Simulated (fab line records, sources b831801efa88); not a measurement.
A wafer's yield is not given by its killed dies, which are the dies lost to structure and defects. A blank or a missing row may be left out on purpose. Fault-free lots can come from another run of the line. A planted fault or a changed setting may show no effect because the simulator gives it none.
One fault through the eyes of 2 desks    flow gf180mcu    every desk sees just its own numbers, and what lay behind them comes last

== AT THE TOOL OWNER'S DESK: implanter-04 ==
The tool's own readings at GF_VT_IMPLANT_IMPLANT_30, given as means over the sampled wafers that have a number, one for each lot that went through this tool. Any lot whose mean is over 4 standard deviations away from the usual mean is out of limits and marked OUT; that distance is given in the brackets.
Columns: A = beam-energy-keV at GF_VT_IMPLANT_IMPLANT_30, usual 25.000
lot   first seen here  A
L261  day 6 20:22      24.998
L262  day 7 04:28      24.997
L263  day 7 10:56      24.999
L265  day 7 23:12      25.008
L268  day 8 22:56      24.993
L271  day 9 16:14      25.693 (+87) OUT
L275  day 10 18:39     25.688 (+86) OUT
L283  day 12 21:27     25.005
L284  day 13 07:36     25.013
This desk's verdict: out of limits on L271, L275, starting with L271 at day 9 16:14 (beam-energy-keV at GF_VT_IMPLANT_IMPLANT_30). L261, L262, L263, L265, L268, L283, L284: within limits.

== FROM THE METROLOGY DESK ==
What the gauges read, lot by lot, whatever tool the lot ran on: means of the sampled wafers that have a number. Any lot whose mean is over 4 standard deviations away from the usual mean is out of limits and marked OUT; that distance is given in the brackets.
Columns: A = CONTACT_CVD_00_THK at GF_CONTACT_THK_MEAS_01, usual 299.8 nm; B = CONTACT_CVD_02_THK at GF_CONTACT_THK_MEAS_03, usual 859 nm
lot   first seen here  A      B
L261  day 15 02:38     298.6  857
L262  day 15 15:29     295.7  873
L263  day 15 21:22     298.1  841
L264  day 16 08:34     300.1  860
L265  day 16 17:05     299.0  867
L266  day 17 02:58     299.3  850
L268  day 17 23:03     295.5  864
L271  day 18 19:49     297.7  860
L275  day 20 10:15     300.1  854
L279  day 21 20:24     303.6  868
L281  day 22 08:31     303.0  859
L282  day 22 15:49     299.0  862
L283  day 23 04:11     302.7  864
L284  day 23 10:58     303.1  849
This desk's finding: nothing out of limits on any of the 14 lots.

== BROUGHT TOGETHER ==
The tool owner's desk had the chance to raise an alarm at day 9 16:14 on L271, L275.
Nothing out of limits was seen by the metrology desk.
The metrology desk has L271, L275 on record, within its limits.
GF_VT_IMPLANT_IMPLANT_30 was run on implanter-04 by each of the lots named.

== WHAT THE SIMULATOR HAD INSERTED ==
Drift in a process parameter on implanter-04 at GF_VT_IMPLANT_IMPLANT_30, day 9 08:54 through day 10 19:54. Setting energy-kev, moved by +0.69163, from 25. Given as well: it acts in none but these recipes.
Struck lots among those shown: L271, L275.
Time in hours from fault onset to the first out-of-limits reading at each desk: the tool owner's desk, 7.
